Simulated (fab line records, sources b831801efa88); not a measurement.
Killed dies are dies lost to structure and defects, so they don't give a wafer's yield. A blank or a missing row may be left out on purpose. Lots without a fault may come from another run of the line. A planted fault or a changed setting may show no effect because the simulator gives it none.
Chamber matching | flow gf180mcu | GF_V4_CMP_04 on cmp-02: 4 sister chambers
The step polishes SiO2. 14 wafers are shown with their chamber, then 7 later ones without.

WAFERS WITH THEIR CHAMBER
wafer  | chamber | motor_current_A (A) | time_to_endpoint_s (s)
L925.2 | 1       | 10.4                | 78
L925.4 | 0       | 13.3                | 85
L925.6 | 0       | 13.5                | 86
L927.1 | 0       | 13.1                | 81
L927.2 | 1       | 10.4                | 76
L927.5 | 2       | 12.1                | 82
L928.2 | 3       | 13.0                | 73
L928.3 | 1       | 10.2                | 79
L928.5 | 2       | 11.3                | 83
L929.1 | 3       | 12.6                | 75
L929.2 | 2       | 12.1                | 84
L929.3 | 1       | 10.4                | 77
L930.3 | 3       | 13.9                | 75
L930.4 | 1       | 10.3                | 85

SIGNATURES (means of the wafers above)
reading            | chamber 0 | chamber 1 | chamber 2 | chamber 3 | scatter within a chamber
motor_current_A    | 13.300    | 10.340    | 11.833    | 13.167    | 0.378
time_to_endpoint_s | 84.00     | 79.00     | 83.00     | 74.33     | 2.62
Rule: a wafer's distance from a chamber is the root of the sum, over the readings, of the square of ((its reading less the chamber's mean) divided by the reading's scatter). The wafer belongs to the nearest chamber; if the next one is less than 2 further off, it can't be placed. The scatter: the root of (the sum of the squares of (reading less its chamber's mean) over the shown wafers, divided by (wafers less chambers)).

WAFERS WITHOUT THEIR CHAMBER
wafer  | motor_current_A (A) | time_to_endpoint_s (s)
L930.6 | 13.4                | 81
L941.2 | 11.5                | 84
L941.4 | 13.3                | 88
L941.6 | 12.9                | 80
L946.3 | 12.2                | 79
L946.5 | 11.0                | 82
L946.6 | 13.8                | 86

WHICH CHAMBER EACH WENT THROUGH
wafer  | from the rows above          | in truth
L930.6 | can't be placed: 0 or 3      | 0
L941.2 | 2                            | 2
L941.4 | 0                            | 0
L941.6 | can't be placed: 0 or 3 or 2 | 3
L946.3 | can't be placed: 2 or 3 or 0 | 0
L946.5 | can't be placed: 1 or 2      | 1
L946.6 | 0                            | 0
Placed correctly: 3 of 7. Can't be placed from these rows: 4 (the true chamber is among the candidates in 4). Placed wrongly: 0.
